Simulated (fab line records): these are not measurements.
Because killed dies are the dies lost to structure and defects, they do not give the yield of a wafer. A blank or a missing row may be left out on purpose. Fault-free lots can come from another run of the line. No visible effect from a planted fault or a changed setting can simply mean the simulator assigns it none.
fab line records ; flow gf180mcu ; part 2 of 2: steps 28 to 39 of 39
record lots=5; wafers=15; last-day=34
route steps=602 shown MIM@514 M5@526 V5@540
lots that met no fault: taken from a fault-free run of the same line
start-h: the number of hours between the record's first day and the start of the first shown wafer of the lot ; wait-h: how many hours have passed since the lot's step before this one ; " same as the row above ; L1.1+2: one row covering several wafers at once ; - either no value or no given start ; * or withheld: withheld ; < > ~ a bound
route shown NAME@n: NAME is a module with steps in the file, n the number in the route of the first one ; usual: average and standard deviation across the fault-free wafers ; same: alike in all rows ; chamber/n: place in a boat ; sites: each site's reading ; _std_site: their standard deviation ; _edge_site: the outer-site mean with the inner-site mean subtracted ; radius-mm: for every site, how far away it sits from the centre of the wafer ; mask NAME#n: copy n ; behind: the tool/chamber that last shaped the wafer ; hold: why the lot was held/for how many hours/how that ended ; device: transistor that didn't switch, given as n, p or np ; end of line: the route-end tests of the same wafers ; step lacking rows: just its recipe ; killed: not the wafer's yield, but the dies lost to structure and defects at the first sort ; map: dies across one wafer; x = killed, . = not, _ = none there
set.NAME: setting as actually run; set.NAME@STEP: the setting as run at that earlier step ; model.NAME: the simulator's own value behind a step, which no gauge read
certain route steps with their lots: each step a table, each wafer a row
services: the hour from which a tool's chamber was out of use, counted from the record's first day as start-h (under 0 if before that day), plus the number of hours and why
## steps
# step GF_V5_THK_MEAS_01
# recipe reads=SiO2_of_V5_CVD_00
# usual V5_CVD_00_THK=300.9/2.9
lot.wafer;tool;chamber;start-h;wait-h;V5_CVD_00_THK[nm]
L074.1;film-metro-02;-;610.31;0.0;303.4
L074.2;film-metro-02;-;610.31;0.0;296.5
L074.4;film-metro-02;-;610.31;0.0;298.3
L076.1;film-metro-02;-;619.61;0.0;300.0
L076.4;film-metro-02;-;619.61;0.0;301.4
L076.5;film-metro-02;-;619.61;0.0;296.8
L083.1;film-metro-03;-;684.14;0.0;303.0
L083.2;film-metro-03;-;684.14;0.0;303.1
L083.5;film-metro-03;-;684.14;0.0;302.2
L091.1;film-metro-02;-;738.75;0.0;300.4
L091.2;film-metro-02;-;738.75;0.0;303.1
L091.5;film-metro-02;-;738.75;0.0;298.1
L096.3;film-metro-03;-;762.33;0.0;304.3
L096.4;film-metro-03;-;762.33;0.0;305.3
L096.5;film-metro-03;-;762.33;0.0;302.6
# step GF_V5_CVD_02
# recipe material=SiO2; target-thk-nm=1450; precursor=TEOS; temp-c=400; time-s=163.28; rf-w=600
# usual heater-power-outer-w=351/56; heater-power-w=624/80
lot.wafer;tool;chamber;start-h;wait-h;heater-power-outer-w;heater-power-w
L074.1;pecvd-03;1;610.37;0.1;348;601
L074.2;pecvd-03;2;610.37;0.1;289;527
L074.4;pecvd-03;2;610.37;0.1;330;585
L076.1;pecvd-04;1;619.67;0.1;379;691
L076.4;pecvd-04;0;619.67;0.1;343;597
L076.5;pecvd-04;1;619.67;0.1;269;539
L083.1;pecvd-01;1;684.20;0.1;418;727
L083.2;pecvd-01;2;684.20;0.1;307;563
L083.5;pecvd-01;2;684.20;0.1;238;446
L091.1;pecvd-03;0;738.81;0.1;303;563
L091.2;pecvd-03;2;738.81;0.1;302;549
L091.5;pecvd-03;1;738.81;0.1;315;541
L096.3;pecvd-04;2;762.37;0.0;428;780
L096.4;pecvd-04;1;762.37;0.0;347;648
L096.5;pecvd-04;0;762.37;0.0;343;606
# step GF_V5_THK_MEAS_03
# recipe reads=SiO2_of_V5_CVD_02
# usual V5_CVD_02_THK=1443/19
lot.wafer;tool;chamber;start-h;wait-h;V5_CVD_02_THK[nm]
L074.1;film-metro-04;-;610.47;0.1;1437
L074.2;film-metro-04;-;610.47;0.1;1423
L074.4;film-metro-04;-;610.47;0.1;1444
L076.1;film-metro-02;-;619.78;0.1;1449
L076.4;film-metro-02;-;619.78;0.1;1494
L076.5;film-metro-02;-;619.78;0.1;1468
L083.1;film-metro-04;-;684.31;0.1;1421
L083.2;film-metro-04;-;684.31;0.1;1418
L083.5;film-metro-04;-;684.31;0.1;1457
L091.1;film-metro-04;-;738.92;0.1;1428
L091.2;film-metro-04;-;738.92;0.1;1432
L091.5;film-metro-04;-;738.92;0.1;1447
L096.3;film-metro-03;-;762.50;0.1;1429
L096.4;film-metro-03;-;762.50;0.1;1448
L096.5;film-metro-03;-;762.50;0.1;1445
# step GF_V5_CMP_04
# recipe material=SiO2; down-force-psi=4; platen-rpm=60; pad-velocity-m-s=0.94248
# usual head-pressure-psi=4.001/0.0093; motor-current-A=11.9/1.5
lot.wafer;tool;chamber;start-h;wait-h;head-pressure-psi;motor-current-A
L074.2;cmp-02;2;610.53;0.0;3.998;13.3
L074.4;cmp-02;3;610.53;0.0;4.006;11.5
L074.1;cmp-02;1;610.53;0.0;4.024;9.6
L076.1;cmp-02;1;619.84;0.1;3.993;9.5
L076.4;cmp-02;0;619.84;0.1;4.007;11.2
L076.5;cmp-02;1;619.84;0.1;4.007;9.9
L083.1;cmp-02;2;684.37;0.1;3.998;13.3
L083.2;cmp-02;0;684.37;0.1;3.984;11.4
L083.5;cmp-02;3;684.37;0.1;4.006;10.9
L091.1;cmp-01;1;738.98;0.1;3.996;13.5
L091.2;cmp-01;2;738.98;0.1;3.990;14.0
L091.5;cmp-01;1;738.98;0.1;3.985;12.6
L096.4;cmp-01;3;762.64;0.1;4.009;10.6
L096.3;cmp-01;0;762.64;0.1;3.996;11.8
L096.5;cmp-01;1;762.64;0.1;4.007;13.0
# step GF_V5_BOW_MEAS_05
# recipe mode=bow
# usual V5_BOW=134/9.5
lot.wafer;tool;chamber;start-h;wait-h;V5_BOW[um]
L074.1;film-metro-02;-;610.83;0.1;119
L074.2;film-metro-02;-;610.83;0.1;135
L074.4;film-metro-02;-;610.83;0.1;130
L076.1;film-metro-04;-;620.14;0.2;133
L076.4;film-metro-04;-;620.14;0.2;130
L076.5;film-metro-04;-;620.14;0.2;140
L083.1;film-metro-02;-;684.70;0.3;154
L083.2;film-metro-02;-;684.70;0.3;142
L083.5;film-metro-02;-;684.70;0.3;144
L091.1;film-metro-02;-;739.28;0.2;135
L091.2;film-metro-02;-;739.28;0.2;131
L091.5;film-metro-02;-;739.28;0.2;131
L096.3;film-metro-02;-;762.88;0.1;126
L096.4;film-metro-02;-;762.88;0.1;114
L096.5;film-metro-02;-;762.88;0.1;124
# step GF_V5_DEHYDRATE_06
# recipe temp-c=200; time-s=60
# usual plate-temp-C=200.01/0.16
lot.wafer;tool;chamber;start-h;wait-h;plate-temp-C
L074.1;litho-track-02;0;620.38;9.5;200.05
L074.2;litho-track-02;0;620.38;9.5;199.77
L074.4;litho-track-02;0;620.38;9.5;199.81
L076.1;litho-track-02;0;629.63;9.5;200.14
L076.4;litho-track-02;0;629.63;9.5;200.21
L076.5;litho-track-02;0;629.63;9.5;200.09
L083.1;litho-track-01;0;693.42;8.7;200.13
L083.2;litho-track-01;0;693.42;8.7;200.01
L083.5;litho-track-01;0;693.42;8.7;199.78
L091.1;litho-track-01;0;747.17;7.9;200.09
L091.2;litho-track-01;0;747.17;7.9;200.24
L091.5;litho-track-01;0;747.17;7.9;200.12
L096.3;litho-track-03;0;770.05;7.2;200.04
L096.4;litho-track-03;0;770.05;7.2;200.10
L096.5;litho-track-03;0;770.05;7.2;200.09
# step GF_V5_HMDS_07
# recipe prime-time-s=60; prime-temp-c=120
# usual prime-temp-c=119.99/0.13
lot.wafer;tool;chamber;start-h;wait-h;prime-temp-c
L074.1;litho-track-02;0;620.53;0.1;120.10
L074.2;litho-track-02;0;620.53;0.1;119.93
L074.4;litho-track-02;0;620.53;0.1;120.13
L076.1;litho-track-02;0;629.78;0.1;120.06
L076.4;litho-track-02;0;629.78;0.1;120.01
L076.5;litho-track-02;0;629.78;0.1;119.91
L083.1;litho-track-01;0;693.57;0.1;120.01
L083.2;litho-track-01;0;693.57;0.1;119.91
L083.5;litho-track-01;0;693.57;0.1;119.87
L091.1;litho-track-01;0;747.32;0.1;120.18
L091.2;litho-track-01;0;747.32;0.1;120.13
L091.5;litho-track-01;0;747.32;0.1;120.01
L096.3;litho-track-03;0;770.20;0.1;119.76
L096.4;litho-track-03;0;770.20;0.1;119.92
L096.5;litho-track-03;0;770.20;0.1;119.89
# step GF_V5_COAT_08
# recipe resist=BARC; temp-c=withheld; time-s=withheld; spin-rpm=withheld; resist-thk-nm=withheld
lot.wafer;tool;chamber;start-h;wait-h
L074.1+2+4;litho-track-02;0;620.68;0.1
L076.1+4+5;litho-track-02;0;629.93;0.1
L083.1+2+5;litho-track-01;0;693.72;0.1
L091.1+2+5;litho-track-01;0;747.47;0.1
L096.3+4+5;litho-track-03;0;770.35;0.1
# step GF_V5_COAT_09
# recipe resist=KrF; spin-rpm=withheld; resist-thk-nm=1000
lot.wafer;tool;chamber;start-h;wait-h
L074.1+2+4;litho-track-02;0;-;-
L076.1+4+5;litho-track-02;0;-;-
L083.1+2+5;litho-track-01;0;-;-
L091.1+2+5;litho-track-01;0;-;-
L096.3+4+5;litho-track-03;0;-;-
# step GF_V5_SOFTBAKE_10
# recipe temp-c=130; time-s=60; resist=KrF
# usual plate-temp-C=130.00/0.13
lot.wafer;tool;chamber;start-h;wait-h;plate-temp-C
L074.1;litho-track-02;0;-;-;130.14
L074.2;litho-track-02;0;-;-;129.91
L074.4;litho-track-02;0;-;-;129.95
L076.1;litho-track-02;0;-;-;129.97
L076.4;litho-track-02;0;-;-;129.83
L076.5;litho-track-02;0;-;-;129.99
L083.1;litho-track-01;0;-;-;129.81
L083.2;litho-track-01;0;-;-;129.96
L083.5;litho-track-01;0;-;-;129.87
L091.1;litho-track-01;0;-;-;129.93
L091.2;litho-track-01;0;-;-;129.77
L091.5;litho-track-01;0;-;-;129.86
L096.3;litho-track-03;0;-;-;129.98
L096.4;litho-track-03;0;-;-;130.05
L096.5;litho-track-03;0;-;-;129.98
# step GF_V5_EXPOSE_11
# recipe mask-id=Via5; target-cd-nm=260; na=0.68; source-shape=conventional; sigma-outer=0.6; dose-mj=38
lot.wafer;tool;chamber;start-h;wait-h;mask
L074.1+2+4;krf-scanner-01;0;-;-;Via5#0
L076.1+4+5;krf-scanner-01;0;-;-;Via5#0
L083.1+2+5;krf-scanner-02;0;-;-;Via5#0
L091.1+2+5;krf-scanner-02;0;-;-;Via5#0
L096.3+4+5;krf-scanner-01;0;-;-;Via5#0
# step GF_V5_PEB_12
# recipe peb-temp-c=135; peb-time-s=90; resist=KrF
# usual plate-temp-C=135.04/0.13
lot.wafer;tool;chamber;start-h;wait-h;plate-temp-C
L074.1;litho-track-02;0;-;-;134.90
L074.2;litho-track-02;0;-;-;135.19
L074.4;litho-track-02;0;-;-;135.08
L076.1;litho-track-02;0;-;-;134.97
L076.4;litho-track-02;0;-;-;134.82
L076.5;litho-track-02;0;-;-;135.03
L083.1;litho-track-03;0;-;-;135.16
L083.2;litho-track-03;0;-;-;135.09
L083.5;litho-track-03;0;-;-;135.25
L091.1;litho-track-02;0;-;-;135.05
L091.2;litho-track-02;0;-;-;135.21
L091.5;litho-track-02;0;-;-;135.12
L096.3;litho-track-01;0;-;-;135.10
L096.4;litho-track-01;0;-;-;135.06
L096.5;litho-track-01;0;-;-;135.11
## services
tool;chamber;start-h;hours;kind
cmp-02;-;572.10;4.0;pm
cmp-02;-;591.76;0.2;repair
cmp-02;-;597.28;11.3;repair
krf-scanner-01;-;598.05;1.0;pm
krf-scanner-02;-;598.84;0.9;repair
rie-metal-03;-;601.82;1.6;repair
rie-metal-01;-;606.55;14.6;pm
cmp-02;-;607.54;2.5;repair
rie-metal-03;-;608.40;0.4;repair
wet-bench-02;-;610.79;6.4;repair
wet-bench-03;-;612.43;1.9;pm
krf-scanner-01;-;623.07;0.8;repair
rie-metal-04;-;638.12;28.1;pm
rie-diel-03;0;638.34;12.6;repair
krf-scanner-02;-;640.67;1.3;pm
hdpcvd-02;-;651.03;0.2;repair
hdpcvd-02;2;653.08;6.0;repair
krf-scanner-01;-;657.75;0.8;pm
krf-scanner-02;-;658.96;0.8;pm
krf-scanner-01;-;659.71;1.3;pm
hdpcvd-02;-;701.70;6.0;pm
plasma-asher-01;-;733.75;9.0;pm
krf-scanner-01;-;738.44;9.6;repair
krf-scanner-01;-;767.05;1.0;pm
